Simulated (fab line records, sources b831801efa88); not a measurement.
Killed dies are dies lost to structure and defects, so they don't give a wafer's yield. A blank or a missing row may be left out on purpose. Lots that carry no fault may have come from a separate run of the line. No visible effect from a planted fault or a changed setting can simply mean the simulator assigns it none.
What tool caused it? -- flow sky130 -- Sampling: 14 lots, 42 wafers, 2 of 708 route steps

== WHAT THE GAUGES READ, wafer by wafer ==
SKY_NWELL_RS_MEAS_31: a four-point-probe measurement.
lot,measured,on,PWDE_RS (ohm/sq)
L409,day 6 02:50,film_metro-04,5288 5272 5267
L410,day 6 03:08,film_metro-02,5269 5256 5281
L419,day 8 05:10,film_metro-03,5221 5203 5206
L420,day 8 15:05,film_metro-03,5242 5223 5227
L421,day 8 19:55,film_metro-04,5293 5307 5283
L422,day 9 00:19,film_metro-03,5264 5267 5285
L423,day 9 05:04,film_metro-03,5279 5283 5283
L424,day 9 11:01,film_metro-02,5299 5277 5270
L425,day 9 15:04,film_metro-03,5251 5259 5268
L426,day 9 19:28,film_metro-03,5267 5284 5261
L427,day 10 05:21,film_metro-04,5278 5285 5285
L428,day 10 09:52,film_metro-04,5273 5251 5229
L429,day 10 15:58,film_metro-02,5282 5268 5298
L431,day 11 01:35,film_metro-02,5310 5318 5314

== EACH LOT AND THE TOOL THAT RAN IT (in order: tool; ch and the chambers of the sampled wafers; start) ==
lot,SKY_PWDE_IMPLANT_08
L409,"implanter-01 ch 0, day 4 13:00"
L410,"implanter-04 ch 0, day 4 13:07"
L419,"implanter-03 ch 0, day 6 12:03"
L420,"implanter-03 ch 0, day 6 21:38"
L421,"implanter-01 ch 0, day 7 01:15"
L422,"implanter-01 ch 0, day 7 07:13"
L423,"implanter-01 ch 0, day 7 10:00"
L424,"implanter-01 ch 0, day 7 16:12"
L425,"implanter-04 ch 0, day 7 19:39"
L426,"implanter-04 ch 0, day 8 01:24"
L427,"implanter-04 ch 0, day 8 09:38"
L428,"implanter-04 ch 0, day 8 15:04"
L429,"implanter-01 ch 0, day 8 19:19"
L431,"implanter-01 ch 0, day 9 05:29"
- SKY_PWDE_IMPLANT_08

== AS READ BY THE TOOLS THEMSELVES (means over the sampled wafers that have a number; for cases with no such wafer, the mark the record gives instead) ==
SKY_PWDE_IMPLANT_08.
lot,tool,beam_energy_keV
L409,implanter-01,150.02
L410,implanter-04,150.08
L419,implanter-03,182.44
L420,implanter-03,182.47
L421,implanter-01,150.01
L422,implanter-01,149.96
L423,implanter-01,149.99
L424,implanter-01,149.97
L425,implanter-04,150.05
L426,implanter-04,150.01
L427,implanter-04,149.94
L428,implanter-04,149.99
L429,implanter-01,149.98
L431,implanter-01,149.97

== THE ANSWER, worked out from the rows above alone ==
Rule: usual is defined by the lots themselves. Put in order of their means at a reading, lots are off if they are a third of the lots or fewer, leave a main group of 4 or more, and stand apart from it by a gap of 3 or more times the standard deviation of the main group's means; of several such gaps the widest counts. A main group whose means are all the same, to the digits that the tables above print for the reading, isn't used. A lot without any number at a reading at which 4 lots or more have one is off too. The other lots that the step has rows for count as sound. The gauges are gone through in route order, then the tools' own readings, and for those a lot's mean is taken as printed above. The first step at which some lot is off is used, and at that step the reading that is off furthest; a lot without a number counts as furthest.
Off, at SKY_PWDE_IMPLANT_08 on beam_energy_keV: L419, L420. For the main group the mean is 150.00 and the standard deviation 0.038.
A tool fits if, at that step or a process step before it, it ran every lot that is off, and no sound lot after the first of them. One fits: implanter-03 at SKY_PWDE_IMPLANT_08. It ran no sound lot before its first lot that is off in this sample, so the start can't be narrowed down.
The tool's own readings at SKY_PWDE_IMPLANT_08 bear it out: on the lots that are off they differ by more than 5 times the standard deviation of the sound lots' means. beam_energy_keV reads 182.45 there against 150.00 on the sound lots.

== WHAT THE SIMULATOR HAD PUT IN ==
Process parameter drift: implanter-03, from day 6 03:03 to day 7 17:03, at SKY_PWDE_IMPLANT_08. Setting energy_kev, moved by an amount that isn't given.
Shown lots that were struck: L419, L420. Same finding as the rule above.
